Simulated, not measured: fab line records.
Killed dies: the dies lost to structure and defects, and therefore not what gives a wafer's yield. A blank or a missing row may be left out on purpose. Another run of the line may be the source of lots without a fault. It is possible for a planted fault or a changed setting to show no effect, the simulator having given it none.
Chamber matching    flow gf180mcu    GF_V3_CMP_04 on cmp-01 has 4 sister chambers
The step polishes SiO2. 18 wafers are shown with their chamber, then 8 later ones without.

## EACH WAFER AND ITS CHAMBER
wafer   chamber  motor_current_A (A)  time_to_endpoint_s (s)  slurry_filter_dp_kPa (kPa)
L477.1  1        12.9                 70                      13.46
L477.2  0        14.0                 73                      13.58
L477.6  2        12.1                 87                      13.53
L479.1  1        13.0                 59                      13.65
L479.4  0        13.5                 77                      13.51
L479.5  0        12.3                 73                      13.32
L484.3  2        11.9                 77                      13.43
L484.4  3        10.1                 70                      13.58
L489.3  1        12.8                 73                      13.54
L489.4  0        12.9                 89                      13.54
L489.6  1        12.8                 71                      13.70
L494.1  2        12.0                 88                      13.61
L494.2  1        13.3                 78                      13.72
L494.5  1        13.1                 82                      13.53
L495.2  2        12.3                 81                      13.63
L495.3  0        12.4                 83                      13.41
L495.4  3        10.4                 77                      13.53
L496.3  2        12.1                 80                      13.43

SIGNATURES, as means of the wafers listed above
reading               chamber 0  chamber 1  chamber 2  chamber 3  scatter within a chamber
motor_current_A       13.020     12.983     12.080     10.250     0.417
time_to_endpoint_s    79.00      72.17      82.60      73.50      6.64
slurry_filter_dp_kPa  13.4720    13.6000    13.5260    13.5550    0.099
Rule: a wafer's distance from a chamber is the root of the sum, over the readings, of the square of ((its reading less the chamber's mean) divided by the reading's scatter). If the next closest chamber is less than 2 further off than the closest, the wafer can't be placed; otherwise it belongs to the closest. The scatter: take each reading less its chamber's mean, square it, sum over the shown wafers, divide by the number of wafers less the number of chambers, and take the root.

## WAFERS WITHOUT THEIR CHAMBER
wafer   motor_current_A (A)  time_to_endpoint_s (s)  slurry_filter_dp_kPa (kPa)
L496.5  13.0                 70                      13.56
L496.6  12.9                 78                      13.62
L497.3  13.1                 69                      13.60
L497.5  12.3                 80                      13.35
L497.6  12.2                 83                      13.75
L499.2  12.4                 62                      13.26
L499.4  10.3                 66                      13.39
L499.6  9.6                  74                      13.68

## CHAMBER TAKEN BY EACH
wafer   from the rows above           in truth
L496.5  can't be placed: 1 or 0       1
L496.6  can't be placed: 1 or 0 or 2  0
L497.3  can't be placed: 1 or 0       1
L497.5  can't be placed: 2 or 0 or 1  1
L497.6  can't be placed: 2 or 1 or 0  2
L499.2  can't be placed: 0 or 1 or 2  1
L499.4  3                             3
L499.6  3                             3
Correct placement for 2 of the 8. Can't be placed from these rows: 6 (the true chamber is among the candidates in 6). Wrongly placed: 0.
